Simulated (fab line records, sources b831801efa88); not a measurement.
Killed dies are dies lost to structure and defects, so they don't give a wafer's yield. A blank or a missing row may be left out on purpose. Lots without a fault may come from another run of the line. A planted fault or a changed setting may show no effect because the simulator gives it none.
A struck lot beside a sound one | flow sky130 | 21 steps out of a route of 708
Sound: wafers L604.4, L604.5, L604.6. Struck: wafers L616.1, L616.4, L616.6. The cause comes at the end.
At each step with rows: each side's tool, then ch and its chambers, then its first start. Under that, the readings that differ: sound wafers | struck wafers | difference of the means | sigmas: that difference in standard deviations of wafers without a fault.
alike: readings whose means differ by less than 2 such deviations, and words and numbers that are the same on both sides. not compared: withheld readings, readings that some wafer has no value for, bounds like >300 that may hide the same value, and numbers for which the record gives no deviation and whose values overlap.
The two part at a step that has a row with sigmas, a row that says differs or no value, or rows on one side only. Numbers that don't overlap but have no deviation are shown without sigmas and don't part them. A reading that every wafer of one side lacks parts them only if that side has two wafers or more.

SKY_METAL2_SPUTTER_00: material Ti, target thk 15 nm, time 10 s.
  sound on pvd_sputter-01, day 35 06:44; struck on pvd_sputter-04, day 39 09:29
  alike: throttle_valve_pct
then, 1 step without rows for these wafers: SKY_METAL2_SPUTTER_01 (material TiN, target thk 20 nm, time 16.7 s).
SKY_METAL2_SPUTTER_02: material AlCu, target thk 250 nm, time 13.3 s.
  sound on pvd_sputter-01, day 35 06:47; struck on pvd_sputter-04, day 39 09:32
  alike: throttle_valve_pct
SKY_METAL2_SPUTTER_03: material Ti, target thk 5 nm, time 3.3 s.
  sound on pvd_sputter-01, day 35 06:48; struck on pvd_sputter-04, day 39 09:34
  alike: throttle_valve_pct
SKY_METAL2_SPUTTER_04: material TiN, target thk 70 nm, time 58.3 s.
  sound on pvd_sputter-01, day 35 06:49; struck on pvd_sputter-04, day 39 09:35
  alike: throttle_valve_pct
SKY_METAL2_RS_MEAS_05: measures by four-point-probe.
  sound on film_metro-03, day 35 06:56; struck on film_metro-02, day 39 09:38
  alike: METAL2_ALCU_RS
SKY_METAL2_THK_MEAS_06: measures by xrf.
  sound on film_metro-03, day 35 07:01; struck on film_metro-02, day 39 09:45
  alike: METAL2_ALCU_THK
then, 5 steps without rows for these wafers: SKY_METAL2_DEHYDRATE_07 (time 60 s); SKY_METAL2_HMDS_08 (prime time 60 s); SKY_METAL2_COAT_09 (resist thk 60 nm); SKY_METAL2_COAT_10 (resist thk 450 nm); SKY_METAL2_SOFTBAKE_11 (time 90 s).
SKY_METAL2_EXPOSE_12: exposes mask MM2, target cd 140 nm.
  sound on krf_scanner-01 ch 0, day 35 20:13; struck on krf_scanner-01 ch 0, day 39 22:38
  alike: mask
then, 2 steps without rows for these wafers: SKY_METAL2_PEB_13; SKY_METAL2_DEVELOP_14 (develop time 60 s).
SKY_METAL2_CD_MEAS_15: target cd 140 nm.
  sound on cd_sem-01, day 36 09:50; struck on cd_sem-02, day 40 10:28
  alike: cd_nm
SKY_METAL2_OVL_MEAS_16:
  sound on overlay-01, day 36 09:55; struck on overlay-02, day 40 10:35
  alike: METAL2_OVL
SKY_METAL2_DESCUM_17: chemistry O2, time 8 s.
  sound on rie_metal-04 ch 0,1, day 36 09:56; struck on rie_metal-03 ch 0,1, day 40 10:38
  reading                 | sound             | struck            | difference | sigmas
  model.METAL2.cd_nm (nm) | 139.6 140.5 139.8 | 141.8 142.1 143.5 | +2.5       |
  alike: drypump_motor_current_A, oes_product_au
  not compared: rf_hours_counter_h
SKY_METAL2_ETCH_18: etches BARC in N2/H2, stops on SiO2, time 45.9 s, target depth 60 nm.
  sound on rie_metal-04 ch 0,1, day 36 09:59; struck on rie_metal-03 ch 0,1, day 40 10:40
  reading                 | sound           | struck          | difference | sigmas
  model.METAL2.cd_nm (nm) | 140 140.6 140.1 | 141.8 142 143.3 | +2.1       |
  alike: drypump_motor_current_A, h2_flow_sccm, oes_product_au, throttle_valve_pct
  not compared: rf_hours_counter_h
SKY_METAL2_METAL_ETCH_19: etches the open film in Cl2/BCl3, stops on SiO2, target depth 360 nm, time 78 s.
  sound on rie_metal-04 ch 0,1, day 36 10:03; struck on rie_metal-03 ch 0,1, day 40 10:43
  reading                     | sound       | struck      | difference | sigmas
  drypump_motor_current_A (A) | 5.4 5.2 5.4 | 6.3 5.5 6.3 | +0.7       | +2
  alike: oes_product_au, throttle_valve_pct
  not compared: rf_hours_counter_h
-- the record jumps here: 10 days lie between the struck wafers' starts before and after (it left off in module METAL2 and takes up again in module PAD_OPEN, whose first step shown is number 708 of the route) --
SKY_PAD_OPEN_PROBE_99:
  sound on prober-02, day 46 22:50; struck on prober-02, day 50 00:05
  alike: defect_limited_yield, killed_at_M0_to_M3, killed_at_M4_up, killed_at_contacts, killed_at_front_end, killed_at_other, killed_dies, killed_open, killed_short, sort_bin_3_pad_short, sort_bin_5_function, sort_bin_6_memory, sort_n_pass, sort_yield_pct

WHERE THEY PART
Only at SKY_METAL2_METAL_ETCH_19, within this record. Later steps at which nothing parts them and some readings are alike: SKY_PAD_OPEN_PROBE_99.

WHY: what the simulator had put in
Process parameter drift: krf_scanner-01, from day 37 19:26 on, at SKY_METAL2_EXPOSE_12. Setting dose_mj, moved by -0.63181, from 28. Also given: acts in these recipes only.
